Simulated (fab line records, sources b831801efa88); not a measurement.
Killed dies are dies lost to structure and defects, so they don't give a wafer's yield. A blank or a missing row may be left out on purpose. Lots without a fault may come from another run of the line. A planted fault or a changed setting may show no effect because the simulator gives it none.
Chamber matching | flow gf180mcu | GF_V2_CMP_26 on cmp-02: 4 sister chambers
The step polishes, stops on SiO2, t overpolish 15 s, target thk 0 nm. 8 wafers are shown with their chamber, then 8 later ones without.

WAFERS WITH THEIR CHAMBER
wafer  | chamber | time_to_endpoint_s (s) | motor_current_A (A)
L345.3 | 3       | 82                     | 12.3
L345.5 | 0       | 86                     | 12.3
L351.1 | 0       | 85                     | 12.9
L351.2 | 3       | 83                     | 11.4
L354.1 | 1       | 87                     | 10.6
L354.5 | 1       | 91                     | 10.6
L354.6 | 2       | 83                     | 10.2
L355.1 | 2       | 83                     | 10.1

WAFERS WITHOUT THEIR CHAMBER
wafer  | time_to_endpoint_s (s) | motor_current_A (A)
L355.4 | 82                     | 12.3
L355.6 | 84                     | 12.5
L356.2 | 82                     | 10.1
L356.5 | 81                     | 11.2
L356.6 | 84                     | 10.3
L361.2 | 85                     | 9.6
L361.3 | 83                     | 10.9
L361.4 | 90                     | 10.8

WHICH CHAMBER EACH WENT THROUGH
wafer  | from the rows above     | in truth
L355.4 | can't be placed: 3 or 0 | 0
L355.6 | can't be placed: 0 or 3 | 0
L356.2 | 2                       | 2
L356.5 | can't be placed: 3 or 2 | 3
L356.6 | 2                       | 2
L361.2 | can't be placed: 2 or 1 | 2
L361.3 | can't be placed: 2 or 3 | 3
L361.4 | 1                       | 1
Placed correctly: 3 of 8. Can't be placed from these rows: 5 (the true chamber is among the candidates in 5). Placed wrongly: 0.
How it was worked out, from the rows above alone: a wafer's distance from a chamber is the root of the sum, over the readings, of the square of ((its reading less the chamber's mean) divided by the reading's scatter). The wafer belongs to the nearest chamber; if the next one is less than 2 further off, it can't be placed. A chamber's mean is the mean of its shown wafers. The scatter: the root of (the sum of the squares of (reading less its chamber's mean) over the shown wafers, divided by (wafers less chambers)).
